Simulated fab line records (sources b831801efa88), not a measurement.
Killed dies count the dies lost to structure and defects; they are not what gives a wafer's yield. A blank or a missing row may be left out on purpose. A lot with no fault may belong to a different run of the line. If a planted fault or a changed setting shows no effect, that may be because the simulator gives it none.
Split-lot study -- flow sfqLine -- 23 wafers read across 5 lots, on a route 325 steps long

SPLIT DETAILS
At SFQ_TRILAYER_I5_LITHO_COAT_144 (resist thk 650 nm), the setting resistThkNm was moved away from the recipe's 650 nm on 8 of the 23 wafers read, by -5.0% to +4.6%. For the rest of the wafers, this setting stayed at what the recipe calls for.

The reading is taken at the split's own step.

THE READING
KrF_of_TRILAYER_I5_LITHO_COAT_144.thkNm (the simulator's own value, which no gauge read), in nm, at SFQ_TRILAYER_I5_LITHO_COAT_144 (resist thk 650 nm). There is no usual value for it anywhere in the file. Across the 15 wafers here that went through the recipe, the average is 650.3 nm and the standard deviation 1.1 nm.

wafer,"tool, chamber at the split","resistThkNm as run, nm",against the recipe,"KrF_of_TRILAYER_I5_LITHO_COAT_144.thkNm, nm",against lot-mates on the recipe
L074.1,"lithoTrack-02, 0",650,recipe,651.4,-
L074.6,"lithoTrack-02, 0",650,recipe,651.4,-
L074.2,"lithoTrack-02, 0",617.2,-5.0%,620.1,-31.4
L074.4,"lithoTrack-02, 0",617.2,-5.0%,620.4,-31.1
L074.5,"lithoTrack-02, 0",650,recipe,651.6,-
L077.4,"lithoTrack-04, 0",650,recipe,651.5,-
L077.5,"lithoTrack-04, 0",650,recipe,649.3,-
L077.6,"lithoTrack-04, 0",650,recipe,651.3,-
L078.1,"lithoTrack-04, 0",635.1,-2.3%,638.1,-12.6
L078.2,"lithoTrack-04, 0",635.1,-2.3%,635.9,-14.8
L078.4,"lithoTrack-04, 0",650,recipe,650.6,-
L078.5,"lithoTrack-04, 0",650,recipe,650.8,-
L078.6,"lithoTrack-04, 0",635.1,-2.3%,637.3,-13.4
L080.1,"lithoTrack-04, 0",650,recipe,649.4,-
L080.3,"lithoTrack-04, 0",650,recipe,649.8,-
L080.5,"lithoTrack-04, 0",650,recipe,649.8,-
L080.4,"lithoTrack-04, 0",650,recipe,651.1,-
L080.6,"lithoTrack-04, 0",650,recipe,648.5,-
L084.1,"lithoTrack-01, 0",650,recipe,649.3,-
L084.2,"lithoTrack-01, 0",680,+4.6%,677.7,+29.1
L084.3,"lithoTrack-01, 0",680,+4.6%,677.8,+29.1
L084.5,"lithoTrack-01, 0",650,recipe,648,-
L084.6,"lithoTrack-01, 0",680,+4.6%,679.2,+30.6

THE FIT
A straight line over all 23 wafers: KrF_of_TRILAYER_I5_LITHO_COAT_144.thkNm changes by +5.98 nm for each +1% of resistThkNm; r = +1.00; the points scatter about the line by 1.1 nm.
The same after taking each lot's own level away (the mean of its wafers on the recipe; 23 wafers): +6.27 nm for each +1%; r = +1.00; scatter 0.8 nm.
That fit puts the effect of the largest move of resistThkNm on the reading at 32 nm.
The span of the lots' own levels, 648.65 to 651.47 nm, comes to 2.5 times the standard deviation stated above.
The two slopes are in agreement: the lot-to-lot level therefore moves the slope only a little.
Check: -31.4 nm against its lot-mates is what the line predicts for one of the wafers moved furthest among these (-5.0%) when that wafer is left out of the fit. It came out at -31.4 nm against them.

ADDITIONAL SPLITS CARRIED BY THESE WAFERS
Before the reading, these wafers also passed through other splits. Each is held against what the fit with the lots' levels taken away leaves over:
other split on the same wafers,wafers away from the commonest value,r with KrF_of_TRILAYER_I5_LITHO_COAT_144.thkNm (lot level and that fit taken away)
SFQ_TRILAYER_JJ_CE_LITHO_COAT_119 spinRpm,11,+0.45
SFQ_TRILAYER_JJ_CE_BARC_OPEN_RIE_150 pressureMtorr,18,+0.10
SFQ_TRILAYER_M5_LITHO_COAT_128 resistThkNm,5,+0.00
SFQ_TRILAYER_M5_ETCH_METAL_ETCH_126 timeS,8,+0.01
SFQ_TRILAYER_R5_DEP_SPUTTER_132 timeS,8,+0.07
SFQ_TRILAYER_R5_LITHO_PEB_139 pebTimeS,6,+0.21

THE FILE'S OWN FIT
KrF_of_TRILAYER_I5_LITHO_COAT_144.thkNm changes by +6.25 nm for each +1% of resistThkNm, r = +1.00.
